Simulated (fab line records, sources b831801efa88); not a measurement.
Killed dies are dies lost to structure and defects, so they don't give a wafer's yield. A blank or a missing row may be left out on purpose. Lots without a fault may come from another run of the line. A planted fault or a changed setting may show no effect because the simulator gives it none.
fab line records | flow sky130
record lots=6 wafers=18 last_day=49
route steps=708 shown POLY_GATE@236 LDD_N@237 PAD_OPEN@708
lots that met no fault: from a run of the same line without faults
start_h: hours from the record's first day to the start of the lot's first wafer shown | wait_h: hours since the lot's step before | " the same as in the row above | L1.1+2: a row that stands for several wafers | - no value, or no start given | * or withheld: withheld | < > ~ a bound
route shown NAME@n: a module of which the file shows steps, and the number in the route of the first | usual: mean/standard deviation of fault-free wafers | same: alike in all rows | chamber/n: place in a boat | sites: the reading at each site | _std_site: their standard deviation | _edge_site: outer sites' mean less inner sites' | radius_mm: how far each site lies from the wafer's centre | mask NAME#n: copy n | behind: the tool/chamber that last shaped the wafer | hold: why the lot was held/for how many hours/how that ended | device: the transistor (n, p or np) that didn't switch | end of line: the same wafers' tests at the end of the route | a step without rows: its recipe alone | killed: dies lost to structure and defects at the first sort, not the wafer's yield | map: a wafer's dies, x killed, . not, _ none there
set.NAME: the setting as run; set.NAME@STEP: as run at that earlier step | model.NAME: the simulator's own value behind a step, which no gauge read
lots at some steps of the route; a table a step, a row a wafer
services: from which hour (start_h, from the record's first day; less than 0 if before it) a tool's chamber was out of use, for how many hours, and why
## steps
# step SKY_POLY_GATE_CD_MEAS_22
# usual cd_nm=150.5/2.8
# columns lot.wafer tool chamber start_h wait_h cd_nm
L744.4 cd_sem-01 - 385.10 0.1 150.2
L744.5 " - " " 147.9
L744.6 " - " " 149.0
L751.1 cd_sem-02 - 443.34 0.1 152.2
L751.2 " - " " 152.7
L751.4 " - " " 147.1
L753.3 cd_sem-01 - 453.33 0.1 149.5
L753.5 " - " " 148.6
L753.6 " - " " 149.4
L759.1 cd_sem-01 - 508.72 0.1 151.7
L759.2 " - " " 148.2
L759.3 " - " " 152.9
L762.3 cd_sem-02 - 537.72 0.1 146.3
L762.4 " - " " 150.8
L762.5 " - " " 144.1
L764.1 cd_sem-02 - 548.45 0.1 149.4
L764.3 " - " " 152.9
L764.6 " - " " 150.8
# step SKY_LDD_N_DEHYDRATE_00
# recipe temp_c=200 time_s=60
# step SKY_LDD_N_HMDS_01
# recipe prime_time_s=60 prime_temp_c=120
# step SKY_LDD_N_COAT_02
# recipe resist=NOVOLAK spin_rpm=3000 resist_thk_nm=300
# step SKY_LDD_N_SOFTBAKE_03
# recipe temp_c=90 time_s=60 resist=NOVOLAK
# step SKY_LDD_N_EXPOSE_04
# recipe mask_id=NTM target_cd_nm=840 na=0.6 source_shape=conventional sigma_outer=0.6 dose_mj=110
# step SKY_LDD_N_PEB_05
# recipe temp_c=withheld time_s=* resist=NOVOLAK
# step SKY_LDD_N_DEVELOP_06
# recipe develop_time_s=60 dev_temp_c=23
# step SKY_LDD_N_OVL_MEAS_07
# usual LDD_N_OVL=0.2/1.8
# columns lot.wafer tool chamber start_h wait_h LDD_N_OVL[nm]
L744.4 overlay-01 - 413.46 0.1 -1.0
L744.5 " - " " -1.7
L744.6 " - " " -3.1
L751.1 overlay-02 - 474.10 0.1 -0.5
L751.2 " - " " 1.0
L751.4 " - " " -0.2
L753.3 overlay-01 - 483.41 0.1 0.7
L753.5 " - " " 2.0
L753.6 " - " " 2.5
L759.1 overlay-01 - 538.27 0.1 2.5
L759.2 " - " " 1.7
L759.3 " - " " 2.7
L762.3 overlay-02 - 567.93 0.1 0.2
L762.4 " - " " -2.3
L762.5 " - " " -3.4
L764.1 overlay-02 - 577.80 0.1 -2.7
L764.3 " - " " -2.7
L764.6 " - " " -3.9
# step SKY_LDD_N_IMPLANT_08
# recipe species=As energy_kev=20 dose_cm2=7.5e+13 tilt_deg=withheld rotation_deg=23
# step SKY_LDD_N_IMPLANT_09
# recipe species=As energy_kev=20 dose_cm2=7.5e+13 tilt_deg=withheld rotation_deg=113
# step SKY_LDD_N_IMPLANT_10
# recipe species=As energy_kev=20 dose_cm2=7.5e+13 tilt_deg=withheld rotation_deg=203
# step SKY_LDD_N_IMPLANT_11
# recipe species=As energy_kev=20 dose_cm2=7.5e+13 tilt_deg=withheld rotation_deg=293
# usual dose_ions_cm2=7.501e+13/7.4e+10 faraday_current_uA=423/8.4
# columns lot.wafer tool chamber start_h wait_h dose_ions_cm2 faraday_current_uA
L744.4 implanter-04 0 414.01 0.1 7.499e+13 423
L744.5 " 0 " " 7.501e+13 425
L744.6 " 0 " " 7.503e+13 423
L751.1 implanter-01 0 474.58 0.1 7.493e+13 434
L751.2 " 0 " " 7.5e+13 430
L751.4 " 0 " " 7.497e+13 428
L753.3 implanter-02 0 483.93 0.1 7.502e+13 420
L753.5 " 0 " " 7.49e+13 421
L753.6 " 0 " " 7.498e+13 420
L759.1 implanter-01 0 538.76 0.1 6.327e+13 360
L759.2 " 0 " " 6.317e+13 355
L759.3 " 0 " " 6.323e+13 353
L762.3 implanter-01 0 568.46 0.1 6.314e+13 349
L762.4 " 0 " " 6.318e+13 352
L762.5 " 0 " " 6.332e+13 360
L764.1 implanter-04 0 578.28 0.1 7.51e+13 426
L764.3 " 0 " " 7.502e+13 418
L764.6 " 0 " " 7.507e+13 426
# step SKY_LDD_N_IMPLANT_12
# recipe species=BF2 energy_kev=50 dose_cm2=5e+12 tilt_deg=30 rotation_deg=0
# step SKY_PAD_OPEN_PROBE_99
# usual killed_at_M0_to_M3=41/6.2 killed_at_M4_up=3.0/1.7 killed_at_contacts=25/5.8 killed_at_front_end=16/4.5 killed_at_other=0.2/0.42 killed_dies=85/8.4 killed_open=46/5.9 killed_short=39/6.3
# same gross_dies=492 killed_at_back_side=0
# columns lot.wafer tool chamber start_h wait_h killed_at_M0_to_M3 killed_at_M4_up killed_at_contacts killed_at_front_end killed_at_other killed_dies killed_open killed_short model.etest.tip_n.rs_ohm_sq
L744.4 prober-02 - 1083.34 0.2 38 4 22 19 0 83 45 38 441.4
L744.5 prober-02 - 1083.39 0.2 50 6 18 16 0 90 49 41 444.8
L744.6 prober-02 - 1083.44 0.2 43 6 23 20 1 93 48 45 443.6
L751.1 prober-01 - 1126.39 0.1 42 3 36 16 0 97 59 35 439.7
L751.2 prober-01 - 1126.44 0.1 43 1 23 9 0 76 33 43 436.6
L751.4 prober-01 - 1126.54 0.2 41 3 24 13 0 81 42 37 437.1
L753.3 prober-01 - 1131.75 0.2 42 3 22 19 1 87 41 46 447.4
L753.5 prober-01 - 1131.85 0.2 44 4 13 10 0 71 38 32 444.9
L753.6 prober-01 - 1131.90 0.2 45 2 39 11 0 97 51 45 447.1
L759.1 prober-01 - 1165.92 0.1 44 5 24 10 0 83 49 34 445.1
L759.2 prober-01 - 1165.97 0.1 36 4 22 16 0 78 42 36 450.8
L759.3 prober-01 - 1166.02 0.2 52 1 24 15 0 92 46 46 451.1
L762.3 prober-02 - 1181.71 0.2 34 3 21 16 1 75 44 31 450.3
L762.4 prober-02 - 1181.76 0.2 30 2 22 15 0 69 39 30 449.4
L762.5 prober-02 - 1181.81 0.2 34 2 22 14 0 72 46 26 450.7
L764.1 prober-01 - 1186.97 0.1 33 6 32 20 0 91 44 44 445.6
L764.3 prober-01 - 1187.07 0.2 50 3 21 17 0 91 45 45 443.5
L764.6 prober-01 - 1187.22 0.2 43 2 22 14 0 81 48 33 440.7
# killed by level:class
L744.4 VIA1:geometric_particle:open=7 VIA3:geometric_particle:open=7 VIA2:geometric_particle:open=6 CONTACT:geometric_particle:open=5 POLY_GATE:geometric_particle:open=5 POLY_GATE:geometric_particle:short=5 LOCAL_INTERCONNECT:geometric_particle:short=5 FIELD_ISO:geometric_particle:short=4
L744.5 VIA1:geometric_particle:open=13 VIA3:geometric_particle:open=11 METAL1:geometric_particle:short=8 CONTACT:geometric_particle:open=6 LOCAL_INTERCONNECT:geometric_particle:short=5 VIA2:geometric_particle:open=5 POLY_GATE:geometric_particle:short=4 LI_CONTACT:geometric_particle:open=4
L744.6 CONTACT:geometric_particle:open=13 VIA1:geometric_particle:open=11 POLY_GATE:geometric_particle:short=6 VIA1:geometric_particle:short=5 VIA3:geometric_particle:open=5 VIA2:geometric_particle:open=5 FIELD_ISO:geometric_particle:short=4 METAL3:geometric_particle:short=4
L751.1 CONTACT:geometric_particle:open=17 VIA1:geometric_particle:open=8 LI_CONTACT:geometric_particle:open=8 VIA2:geometric_particle:open=8 VIA1:geometric_particle:short=6 VIA3:geometric_particle:open=6 POLY_GATE:geometric_particle:open=5 CONTACT:geometric_particle:short=5
L751.2 METAL2:geometric_particle:short=11 METAL1:geometric_particle:short=8 VIA1:geometric_particle:open=7 LI_CONTACT:geometric_particle:open=5 CONTACT:geometric_particle:open=5 VIA3:geometric_particle:open=5 CONTACT:geometric_particle:short=4 VIA1:geometric_particle:short=4
L751.4 CONTACT:geometric_particle:open=9 VIA1:geometric_particle:open=9 LI_CONTACT:geometric_particle:open=8 METAL1:geometric_particle:short=8 METAL2:geometric_particle:short=7 POLY_GATE:geometric_particle:open=5 VIA2:geometric_particle:open=5 LI_CONTACT:geometric_particle:short=4
L753.3 VIA1:geometric_particle:open=12 CONTACT:geometric_particle:open=7 VIA2:geometric_particle:open=6 FIELD_ISO:geometric_particle:open=5 POLY_GATE:geometric_particle:short=5 LOCAL_INTERCONNECT:geometric_particle:short=5 METAL2:geometric_particle:short=5 VIA1:geometric_particle:short=5
L753.5 VIA1:geometric_particle:open=17 METAL2:geometric_particle:short=7 CONTACT:geometric_particle:short=6 POLY_GATE:geometric_particle:open=4 CONTACT:geometric_particle:open=4 VIA1:geometric_particle:short=4 FIELD_ISO:geometric_particle:short=3 VIA2:geometric_particle:open=3
L753.6 CONTACT:geometric_particle:open=15 LI_CONTACT:geometric_particle:open=12 VIA1:geometric_particle:open=10 VIA1:geometric_particle:short=6 CONTACT:geometric_particle:short=6 METAL1:geometric_particle:short=5 VIA2:geometric_particle:short=5 POLY_GATE:geometric_particle:open=4
L759.1 VIA1:geometric_particle:open=13 CONTACT:geometric_particle:open=8 CONTACT:geometric_particle:short=7 FIELD_ISO:geometric_particle:open=6 METAL3:geometric_particle:short=6 LI_CONTACT:geometric_particle:open=5 METAL1:geometric_particle:open=4 VIA2:geometric_particle:open=4
L759.2 VIA1:geometric_particle:open=10 METAL1:geometric_particle:short=9 LI_CONTACT:geometric_particle:open=8 VIA3:geometric_particle:open=6 FIELD_ISO:geometric_particle:open=5 CONTACT:geometric_particle:open=5 FIELD_ISO:geometric_particle:short=4 LI_CONTACT:geometric_particle:short=4
L759.3 VIA1:geometric_particle:open=14 CONTACT:geometric_particle:open=12 METAL1:geometric_particle:short=9 METAL2:geometric_particle:short=6 VIA2:geometric_particle:short=6 POLY_GATE:geometric_particle:short=5 CONTACT:geometric_particle:short=5 VIA1:geometric_particle:short=5
L762.3 CONTACT:geometric_particle:open=7 FIELD_ISO:geometric_particle:open=6 METAL1:geometric_particle:short=6 VIA1:geometric_particle:open=6 VIA3:geometric_particle:open=6 POLY_GATE:geometric_particle:open=5 LI_CONTACT:geometric_particle:open=4 LOCAL_INTERCONNECT:geometric_particle:short=4
L762.4 CONTACT:geometric_particle:open=10 VIA1:geometric_particle:open=7 FIELD_ISO:geometric_particle:open=5 LI_CONTACT:geometric_particle:open=4 VIA1:geometric_particle:short=4 VIA2:geometric_particle:open=4 METAL3:geometric_particle:short=4 VIA3:geometric_particle:open=4
L762.5 CONTACT:geometric_particle:open=11 VIA1:geometric_particle:open=11 VIA2:geometric_particle:open=7 FIELD_ISO:geometric_particle:short=4 LI_CONTACT:geometric_particle:open=4 POLY_GATE:geometric_particle:short=3 LOCAL_INTERCONNECT:geometric_particle:short=3 METAL2:geometric_particle:open=3
L764.1 CONTACT:geometric_particle:open=15 FIELD_ISO:geometric_particle:open=5 POLY_GATE:geometric_particle:short=5 LOCAL_INTERCONNECT:geometric_particle:short=5 VIA1:geometric_particle:open=5 METAL4:geometric_particle:short=5 POLY_GATE:geometric_particle:open=4 LI_CONTACT:geometric_particle:open=4
L764.3 VIA2:geometric_particle:open=10 METAL1:geometric_particle:short=9 VIA3:geometric_particle:short=8 CONTACT:geometric_particle:open=8 POLY_GATE:geometric_particle:open=6 VIA1:geometric_particle:open=5 VIA3:geometric_particle:open=5 VIA1:geometric_particle:short=4
L764.6 CONTACT:geometric_particle:open=12 VIA1:geometric_particle:open=10 VIA3:geometric_particle:open=8 VIA2:geometric_particle:short=6 FIELD_ISO:geometric_particle:short=5 VIA2:geometric_particle:open=5 POLY_GATE:geometric_particle:open=4 VIA3:geometric_particle:short=4
## services
# columns tool chamber start_h hours kind
implanter-04 - 403.31 4.2 repair
implanter-01 - 418.16 6.7 repair
implanter-02 - 459.08 4.2 pm
implanter-02 - 470.16 1.2 repair
implanter-04 - 481.94 2.9 pm
implanter-01 - 493.97 1.6 repair
implanter-04 - 537.56 1.0 repair
implanter-02 - 552.35 4.2 repair
## key
first_sign step=SKY_LDD_N_IMPLANT_11 reading=dose_ions_cm2 direction=down sigmas=99+ usual=* struck=*
effect step=SKY_LDD_N_IMPLANT_11 reading=faraday_current_uA direction=down sigmas=8.1 usual=423 struck=355
model_effect step=SKY_PAD_OPEN_PROBE_99 value=etest.tip_n.rs_ohm_sq without=438.7 struck=449.6
met_at SKY_LDD_N_IMPLANT_11
struck_wafers L759.1,L759.2,L759.3,L762.3,L762.4,L762.5
tester_left_out L759,L762
onset_between 474.58 538.76
fault kind=process_parameter_drift tool=implanter-01 chamber=- onset_h=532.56 steps=SKY_LDD_N_IMPLANT_11 channel=dose_cm2 offset=* shape=step end_h=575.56 acts_in=* stated=*
# tester_left_out: of these lots the tester's yield and bins aren't shown, on N5 and GAA mostly nor the transistor test; their killed dies are dies lost to structure and defects alone, not to doping, threshold or leakage, so they don't give the yield
